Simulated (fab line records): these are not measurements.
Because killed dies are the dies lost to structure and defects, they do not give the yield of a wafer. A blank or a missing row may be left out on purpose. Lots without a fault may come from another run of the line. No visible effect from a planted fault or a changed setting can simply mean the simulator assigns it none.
Which tool was responsible? || flow gf180mcu || Sampling: 13 lots, 39 wafers, 6 of 602 route steps

## WHAT EACH GAUGE READ, for each wafer
GF_STI_BOW_MEAS_00.
{"lot": "L617", "measured": "day 1 10:04", "on": "film_metro-01", "INCOMING_BOW (um)": "0 0 -5"}
{"lot": "L618", "measured": "day 1 15:00", "on": "film_metro-02", "INCOMING_BOW (um)": "6 -9 -4"}
{"lot": "L621", "measured": "day 2 06:01", "on": "film_metro-01", "INCOMING_BOW (um)": "-3 4 8"}
{"lot": "L623", "measured": "day 2 16:02", "on": "film_metro-04", "INCOMING_BOW (um)": "6 -3 1"}
{"lot": "L624", "measured": "day 2 21:00", "on": "film_metro-02", "INCOMING_BOW (um)": "-4 -3 -4"}
{"lot": "L629", "measured": "day 3 22:01", "on": "film_metro-02", "INCOMING_BOW (um)": "2 5 3"}
{"lot": "L631", "measured": "day 4 08:02", "on": "film_metro-02", "INCOMING_BOW (um)": "-4 5 -1"}
{"lot": "L634", "measured": "day 4 23:01", "on": "film_metro-04", "INCOMING_BOW (um)": "4 6 -10"}
{"lot": "L636", "measured": "day 5 09:02", "on": "film_metro-01", "INCOMING_BOW (um)": "8 0 7"}
{"lot": "L637", "measured": "day 5 14:00", "on": "film_metro-04", "INCOMING_BOW (um)": "13 0 1"}
{"lot": "L638", "measured": "day 5 19:01", "on": "film_metro-01", "INCOMING_BOW (um)": "4 7 6"}
{"lot": "L639", "measured": "day 6 00:02", "on": "film_metro-01", "INCOMING_BOW (um)": "-1 6 1"}
{"lot": "L640", "measured": "day 6 05:00", "on": "film_metro-02", "INCOMING_BOW (um)": "6 -3 3"}

GF_MVSD_TW_MEAS_11.
{"lot": "L617", "measured": "day 4 11:26", "on": "film_metro-02", "MVSD_TW": "1589 1590 1592"}
{"lot": "L618", "measured": "day 4 17:08", "on": "film_metro-04", "MVSD_TW": "1570 1568 1563"}
{"lot": "L621", "measured": "day 5 09:28", "on": "film_metro-02", "MVSD_TW": "1590 1587 1591"}
{"lot": "L623", "measured": "day 5 21:32", "on": "film_metro-04", "MVSD_TW": "1518 1530 1530"}
{"lot": "L624", "measured": "day 6 03:34", "on": "film_metro-04", "MVSD_TW": "1527 1532 1524"}
{"lot": "L629", "measured": "day 7 10:22", "on": "film_metro-04", "MVSD_TW": "1576 1571 1569"}
{"lot": "L631", "measured": "day 7 20:05", "on": "film_metro-02", "MVSD_TW": "1598 1596 1590"}
{"lot": "L634", "measured": "day 8 13:16", "on": "film_metro-02", "MVSD_TW": "1594 1594 1590"}
{"lot": "L636", "measured": "day 8 23:56", "on": "film_metro-03", "MVSD_TW": "1571 1574 1569"}
{"lot": "L637", "measured": "day 9 08:10", "on": "film_metro-03", "MVSD_TW": "1576 1573 1581"}
{"lot": "L638", "measured": "day 9 12:25", "on": "film_metro-03", "MVSD_TW": "1579 1574 1568"}
{"lot": "L639", "measured": "day 9 17:40", "on": "film_metro-02", "MVSD_TW": "1573 1569 1582"}
{"lot": "L640", "measured": "day 9 22:52", "on": "film_metro-03", "MVSD_TW": "1572 1583 1580"}

GF_VT_IMPLANT_RS_MEAS_46: measures by four-point-probe.
{"lot": "L617", "measured": "day 7 13:57", "on": "film_metro-02", "MVSD_RS (ohm/sq)": "457.0 457.3 457.1"}
{"lot": "L618", "measured": "day 7 20:34", "on": "film_metro-03", "MVSD_RS (ohm/sq)": "457.0 457.0 457.4"}
{"lot": "L621", "measured": "day 8 14:34", "on": "film_metro-02", "MVSD_RS (ohm/sq)": "455.2 455.1 456.8"}
{"lot": "L623", "measured": "day 9 06:32", "on": "film_metro-03", "MVSD_RS (ohm/sq)": "517.2 518.3 517.9"}
{"lot": "L624", "measured": "day 9 14:05", "on": "film_metro-03", "MVSD_RS (ohm/sq)": "518.4 517.6 517.7"}
{"lot": "L629", "measured": "day 10 23:22", "on": "film_metro-02", "MVSD_RS (ohm/sq)": "457.1 457.0 457.6"}
{"lot": "L631", "measured": "day 11 10:56", "on": "film_metro-03", "MVSD_RS (ohm/sq)": "456.7 457.1 458.2"}
{"lot": "L634", "measured": "day 12 07:37", "on": "film_metro-03", "MVSD_RS (ohm/sq)": "455.7 456.0 457.9"}
{"lot": "L636", "measured": "day 12 20:40", "on": "film_metro-03", "MVSD_RS (ohm/sq)": "457.0 456.1 456.2"}
{"lot": "L637", "measured": "day 13 05:39", "on": "film_metro-03", "MVSD_RS (ohm/sq)": "457.1 458.6 457.0"}
{"lot": "L638", "measured": "day 13 09:38", "on": "film_metro-02", "MVSD_RS (ohm/sq)": "455.8 456.7 456.9"}
{"lot": "L639", "measured": "day 13 17:20", "on": "film_metro-04", "MVSD_RS (ohm/sq)": "456.8 457.5 455.8"}
{"lot": "L640", "measured": "day 13 21:25", "on": "film_metro-03", "MVSD_RS (ohm/sq)": "456.9 457.0 457.4"}

GF_M1_CD_MEAS_14: target cd 230 nm.
{"lot": "L617", "measured": "day 17 02:54", "on": "cd_sem-02", "cd_nm (nm)": "230.5 230.4 229.3"}
{"lot": "L618", "measured": "day 17 16:13", "on": "cd_sem-02", "cd_nm (nm)": "228.1 228.9 229.0"}
{"lot": "L621", "measured": "day 18 12:10", "on": "cd_sem-02", "cd_nm (nm)": "229.6 231.8 229.3"}
{"lot": "L623", "measured": "day 19 12:32", "on": "cd_sem-01", "cd_nm (nm)": "230.0 230.7 231.1"}
{"lot": "L624", "measured": "day 19 19:08", "on": "cd_sem-01", "cd_nm (nm)": "231.8 230.7 231.8"}
{"lot": "L629", "measured": "day 21 21:04", "on": "cd_sem-02", "cd_nm (nm)": "230.8 231.1 230.5"}
{"lot": "L631", "measured": "day 22 08:53", "on": "cd_sem-02", "cd_nm (nm)": "230.0 230.6 231.2"}
{"lot": "L634", "measured": "day 23 07:44", "on": "cd_sem-01", "cd_nm (nm)": "229.5 231.3 230.0"}
{"lot": "L636", "measured": "day 23 23:07", "on": "cd_sem-02", "cd_nm (nm)": "230.8 230.2 230.9"}
{"lot": "L637", "measured": "day 24 08:58", "on": "cd_sem-02", "cd_nm (nm)": "228.6 228.5 228.1"}
{"lot": "L638", "measured": "day 24 17:26", "on": "cd_sem-01", "cd_nm (nm)": "230.3 229.9 229.3"}
{"lot": "L639", "measured": "day 25 01:01", "on": "cd_sem-01", "cd_nm (nm)": "228.9 228.1 228.0"}
{"lot": "L640", "measured": "day 25 01:08", "on": "cd_sem-02", "cd_nm (nm)": "229.0 229.2 229.5"}

GF_V1_OVL_MEAS_15.
{"lot": "L617", "measured": "day 18 04:08", "on": "overlay-01", "V1_OVL (nm)": "9 3 11"}
{"lot": "L618", "measured": "day 18 18:05", "on": "overlay-02", "V1_OVL (nm)": "-4 2 -1"}
{"lot": "L621", "measured": "day 19 14:20", "on": "overlay-01", "V1_OVL (nm)": "-7 1 -7"}
{"lot": "L623", "measured": "day 20 13:50", "on": "overlay-01", "V1_OVL (nm)": "2 -7 0"}
{"lot": "L624", "measured": "day 20 21:13", "on": "overlay-01", "V1_OVL (nm)": "-1 -5 -4"}
{"lot": "L629", "measured": "day 22 21:44", "on": "overlay-02", "V1_OVL (nm)": "4 -2 8"}
{"lot": "L631", "measured": "day 23 09:10", "on": "overlay-02", "V1_OVL (nm)": "2 4 -10"}
{"lot": "L634", "measured": "day 24 07:52", "on": "overlay-01", "V1_OVL (nm)": "-3 -5 -6"}
{"lot": "L636", "measured": "day 24 22:40", "on": "overlay-02", "V1_OVL (nm)": "6 6 9"}
{"lot": "L637", "measured": "day 25 08:25", "on": "overlay-01", "V1_OVL (nm)": "-9 -5 -8"}
{"lot": "L638", "measured": "day 25 16:26", "on": "overlay-02", "V1_OVL (nm)": "0 -5 1"}
{"lot": "L639", "measured": "day 25 23:35", "on": "overlay-01", "V1_OVL (nm)": "-10 -9 -7"}
{"lot": "L640", "measured": "day 25 23:52", "on": "overlay-02", "V1_OVL (nm)": "3 -7 0"}

## EACH LOT AND THE TOOL THAT RAN IT (in order: tool; ch and the chambers of the sampled wafers; start)
{"lot": "L617", "GF_MVSD_IMPLANT_09": "implanter-02 ch 0, day 4 11:14"}
{"lot": "L618", "GF_MVSD_IMPLANT_09": "implanter-02 ch 0, day 4 16:46"}
{"lot": "L621", "GF_MVSD_IMPLANT_09": "implanter-02 ch 0, day 5 09:13"}
{"lot": "L623", "GF_MVSD_IMPLANT_09": "implanter-01 ch 0, day 5 21:19"}
{"lot": "L624", "GF_MVSD_IMPLANT_09": "implanter-01 ch 0, day 6 03:19"}
{"lot": "L629", "GF_MVSD_IMPLANT_09": "implanter-04 ch 0, day 7 10:07"}
{"lot": "L631", "GF_MVSD_IMPLANT_09": "implanter-04 ch 0, day 7 19:52"}
{"lot": "L634", "GF_MVSD_IMPLANT_09": "implanter-04 ch 0, day 8 13:01"}
{"lot": "L636", "GF_MVSD_IMPLANT_09": "implanter-01 ch 0, day 8 23:43"}
{"lot": "L637", "GF_MVSD_IMPLANT_09": "implanter-01 ch 0, day 9 07:55"}
{"lot": "L638", "GF_MVSD_IMPLANT_09": "implanter-01 ch 0, day 9 12:10"}
{"lot": "L639", "GF_MVSD_IMPLANT_09": "implanter-01 ch 0, day 9 17:27"}
{"lot": "L640", "GF_MVSD_IMPLANT_09": "implanter-01 ch 0, day 9 22:37"}
- GF_MVSD_IMPLANT_09

## WHAT THE TOOLS THEMSELVES READ (means of the sampled wafers that have a number; where no wafer has one, the mark that the record gives instead)
GF_MVSD_IMPLANT_09.
{"lot": "L617", "tool": "implanter-02", "beam_energy_keV": 100.01, "dose_ions_cm2": 5.003e+12, "faraday_current_uA": 27.9}
{"lot": "L618", "tool": "implanter-02", "beam_energy_keV": 100.03, "dose_ions_cm2": 5.002e+12, "faraday_current_uA": 28.7}
{"lot": "L621", "tool": "implanter-02", "beam_energy_keV": 99.97, "dose_ions_cm2": 5.000e+12, "faraday_current_uA": 28.0}
{"lot": "L623", "tool": "implanter-01", "beam_energy_keV": 99.96, "dose_ions_cm2": 1.795e+12, "faraday_current_uA": 10.1}
{"lot": "L624", "tool": "implanter-01", "beam_energy_keV": 99.97, "dose_ions_cm2": 1.792e+12, "faraday_current_uA": 10.0}
{"lot": "L629", "tool": "implanter-04", "beam_energy_keV": 100.01, "dose_ions_cm2": 5.004e+12, "faraday_current_uA": 28.3}
{"lot": "L631", "tool": "implanter-04", "beam_energy_keV": 100.00, "dose_ions_cm2": 5.000e+12, "faraday_current_uA": 27.6}
{"lot": "L634", "tool": "implanter-04", "beam_energy_keV": 100.00, "dose_ions_cm2": 4.998e+12, "faraday_current_uA": 28.2}
{"lot": "L636", "tool": "implanter-01", "beam_energy_keV": 100.00, "dose_ions_cm2": 5.005e+12, "faraday_current_uA": 27.7}
{"lot": "L637", "tool": "implanter-01", "beam_energy_keV": 100.01, "dose_ions_cm2": 5.004e+12, "faraday_current_uA": 28.0}
{"lot": "L638", "tool": "implanter-01", "beam_energy_keV": 99.99, "dose_ions_cm2": 4.992e+12, "faraday_current_uA": 28.0}
{"lot": "L639", "tool": "implanter-01", "beam_energy_keV": 100.03, "dose_ions_cm2": 4.996e+12, "faraday_current_uA": 28.5}
{"lot": "L640", "tool": "implanter-01", "beam_energy_keV": 99.99, "dose_ions_cm2": 5.005e+12, "faraday_current_uA": 28.3}

## THE ANSWER, worked out from the rows above alone
Rule: the lots themselves supply what counts as usual. The widest of any qualifying gaps counts: lots, ordered by their means at a reading, are off when they make up no more than a third of the lots, leave a main group of 4 or more, and stand apart from it by 3 or more times the standard deviation of that group's means. A main group whose means are all the same, to the digits that the tables above print for the reading, isn't used. Also off: a lot with no number at a reading for which 4 or more lots have one. Any other lot the step has rows for is counted as sound. After the gauges, taken in route order, come the tools' own readings; for these a lot's mean is taken, as printed above. At the first step where some lot is off, the reading lying furthest off is the one used; lots without a number count as furthest.
Off: L623, L624, seen at GF_MVSD_TW_MEAS_11 (MVSD_TW). The main group has a mean of 1580 with a standard deviation of 9.3.
A tool fits if, at a process step before that reading, it ran every lot that is off, and no sound lot after the first of them. The gauges at GF_MVSD_TW_MEAS_11 aren't tried: what is off there is off at GF_VT_IMPLANT_RS_MEAS_46 too, on other tools, and a gauge's error can't cause that. Not one of the candidates tried fits.

## WHAT THE SIMULATOR PUT IN
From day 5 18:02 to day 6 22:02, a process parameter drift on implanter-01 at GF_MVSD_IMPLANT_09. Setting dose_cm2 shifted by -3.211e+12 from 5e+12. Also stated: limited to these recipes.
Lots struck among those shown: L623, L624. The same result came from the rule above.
